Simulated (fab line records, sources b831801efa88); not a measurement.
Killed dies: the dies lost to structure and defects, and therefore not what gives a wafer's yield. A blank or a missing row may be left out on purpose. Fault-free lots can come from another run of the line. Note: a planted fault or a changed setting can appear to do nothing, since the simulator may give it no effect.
The same fault as seen by 2 desks :: flow gf180mcu :: numbers are kept per desk, each desk with only its own; the story behind them comes last

## THE METROLOGY DESK
What the gauges read, lot by lot, whatever tool the lot ran on: means of the sampled wafers that have a number. The brackets show how far a lot's mean lies from the usual mean; more than 4 standard deviations puts the lot out of limits, marked OUT.
Columns: A = V1_BOW at GF_V1_BOW_MEAS_05, usual 81 um; B = cd_nm at GF_V1_CD_MEAS_14, usual 260.6 nm; C = V1_W_RS at GF_V1_RS_MEAS_24, usual 0.326 ohm/sq; D = V1_W_THK at GF_V1_THK_MEAS_25, usual 354 nm
lot: L776
first seen here: day 17 09:29
A: 76
B: 260.8
C: 0.322
D: 359

lot: L778
first seen here: day 17 20:56
A: 85
B: 260.2
C: 0.322
D: 363

lot: L782
first seen here: day 20 02:56
A: 91
B: 261.0
C: 0.323
D: 355

lot: L788
first seen here: day 21 11:17
A: 80
B: 260.9
C: 0.323
D: 358

lot: L789
first seen here: day 22 02:55
A: 71
B: 259.9
C: 0.285 (-8.4) OUT
D: 352

lot: L790
first seen here: day 22 12:26
A: 76
B: 259.5
C: 0.328
D: 353

lot: L792
first seen here: day 22 22:19
A: 84
B: 260.3
C: 0.329
D: 351

lot: L793
first seen here: day 23 09:27
A: 84
B: 261.2
C: 0.248 (-16) OUT
D: 452 (+16) OUT

lot: L798
first seen here: day 25 20:34
A: 75
B: 259.9
C: 0.326
D: 353

lot: L799
first seen here: day 25 21:28
A: 86
B: 261.3
C: 0.327
D: 350
This desk reports L789, L793 out of limits; the earliest was L789 at day 23 03:32 (V1_W_RS at GF_V1_RS_MEAS_24). L776, L778, L782, L788, L790, L792, L798, L799 stayed within limits.

## DESK OF THE TOOL OWNER: cvd_w-02
The tool's own readings at GF_V1_CVD_23 (deposits W, target thk 350 nm, time 105.05 s): means of the sampled wafers that have a number, for each lot that ran on this tool. The brackets show how far a lot's mean lies from the usual mean; more than 4 standard deviations puts the lot out of limits, marked OUT.
Columns: A = heater_power_w at GF_V1_CVD_23, usual 866 W
lot: L776
first seen here: day 18 09:11
A: 870

lot: L782
first seen here: day 21 04:16
A: 903

lot: L788
first seen here: day 22 11:44
A: 877

lot: L789
first seen here: day 23 03:26
A: 895

lot: L793
first seen here: day 24 08:57
A: 897
This desk's verdict: no lot among the 5 shows anything out of limits.

## TAKEN TOGETHER
L789, L793 would have let the metrology desk raise an alarm at day 23 03:32.
The desk of the tool owner found nothing out of limits.
The tool owner's desk has L789, L793 on record, within its limits.
Every lot named ran GF_V1_CVD_23 on cvd_w-02.

## WHAT THE SIMULATOR HAD PUT IN
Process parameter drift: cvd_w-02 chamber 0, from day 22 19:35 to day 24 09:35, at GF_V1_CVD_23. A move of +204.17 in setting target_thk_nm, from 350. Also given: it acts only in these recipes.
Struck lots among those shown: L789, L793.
Per desk, hours elapsed from the start of the fault to the first reading out of limits: for the metrology desk, 8.
